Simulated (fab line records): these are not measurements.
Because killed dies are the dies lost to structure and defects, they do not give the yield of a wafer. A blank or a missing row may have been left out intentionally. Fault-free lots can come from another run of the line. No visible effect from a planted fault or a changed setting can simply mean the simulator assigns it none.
A struck lot beside a sound one / flow sky130 / 14 out of 708 route steps
Sound: these wafers, L626.2, L626.3, L626.6. The struck wafers were L628.1, L628.3, L628.6. Last of all comes the cause.
For every step that has rows: the tool of each side, followed by ch and its chambers, followed by its first start. Under that, the readings that differ: sound wafers / struck wafers / difference of the means / sigmas: that difference in standard deviations of wafers without a fault.
alike: readings whose means differ by less than 2 such deviations, and words and numbers that are the same on both sides. not compared: withheld readings, readings that some wafer has no value for, bounds like >300 that may hide the same value, and numbers for which the record gives no deviation and whose values overlap.
The two part at a step that has a row with sigmas, a row that says differs or no value, or rows on one side only. Non-overlapping numbers with no deviation appear without sigmas and do not part them. A reading that every wafer of one side lacks parts them only if that side has two wafers or more.

first, 4 steps without rows for these wafers: SKY_VIA1_SOFTBAKE_08 (time 90 s); SKY_VIA1_EXPOSE_09 (exposes mask VIM, target cd 150 nm); SKY_VIA1_PEB_10; SKY_VIA1_DEVELOP_11 (develop time 60 s).
SKY_VIA1_CD_MEAS_12 targets a cd of 150 nm.
  sound on cd_sem-02 at day 39 19:34; struck on cd_sem-02 at day 40 03:57
reading=cd_nm (nm); sound=149.9 152.1 151.1; struck=146.5 147.3 146.7; difference=-4.2; sigmas=-2
SKY_VIA1_OVL_MEAS_13:
  sound on overlay-02 at day 39 19:40; struck on overlay-01 at day 40 04:04
  alike: VIA1_OVL
SKY_VIA1_ETCH_14: etches BARC in N2/H2, stops on SiO2, time 45.9 s, target depth 60 nm.
  sound on rie_diel-02 ch 0,2, day 39 19:42; struck on rie_diel-02 ch 0,1,3, day 40 04:07
  alike: drypump_motor_current_A, oes_product_au, throttle_valve_pct
  not compared: rf_hours_counter_h
SKY_VIA1_ETCH_15: etches SiO2 in C4F8/O2/Ar, stops on TiN, target depth 351 nm, time 54 s.
  sound on rie_diel-02 ch 0,2, day 39 19:44; struck on rie_diel-02 ch 0,1,3, day 40 04:09
  alike: oes_product_au
  not compared: rf_hours_counter_h
SKY_VIA1_STRIP_16: strips in O2/N2.
  sound on plasma_asher-02 ch 0,1, day 39 19:47; struck on plasma_asher-01 ch 0,1, day 40 04:12
  alike: drypump_motor_current_A, o2_flow_sccm, oes_product_au, strip_time_to_endpoint_s
  not compared: rf_hours_counter_h
then, 3 steps without rows for these wafers: SKY_VIA1_STRIP_17 (strips in post etch residue remover, time 1200 s); SKY_VIA1_CLEAN_18 (cleans in IPA, time 180 s); SKY_VIA1_CLEAN_19 (cleans in O3/DIW).
SKY_VIA1_SPUTTER_20: material TiN, target thk 20 nm, time 80 s.
  sound on pvd_sputter-04 at day 39 20:23; struck on pvd_sputter-04 at day 40 04:49
reading=model.TiN_of_VIA1_SPUTTER_20.thk_nm (nm); sound=19.89 20.01 20.2; struck=29.9 29.48 29.64; difference=+9.6; sigmas=
  alike: cathode_dc_power_W, throttle_valve_pct
SKY_VIA1_CVD_21: deposits W, target thk 270 nm, time 80.902 s.
  sound on cvd_w-01 ch 0,1, day 39 20:26; struck on cvd_w-01 ch 1, day 40 04:52
  alike: chamber_pressure_Torr, heater_power_w

## WHERE THEY PART
SKY_VIA1_CD_MEAS_12 only, going by this record. Later steps at which nothing parts them and some readings are alike: SKY_VIA1_OVL_MEAS_13, SKY_VIA1_ETCH_14, SKY_VIA1_ETCH_15, SKY_VIA1_STRIP_16, SKY_VIA1_SPUTTER_20, SKY_VIA1_CVD_21.

WHY: the cause the simulator had injected
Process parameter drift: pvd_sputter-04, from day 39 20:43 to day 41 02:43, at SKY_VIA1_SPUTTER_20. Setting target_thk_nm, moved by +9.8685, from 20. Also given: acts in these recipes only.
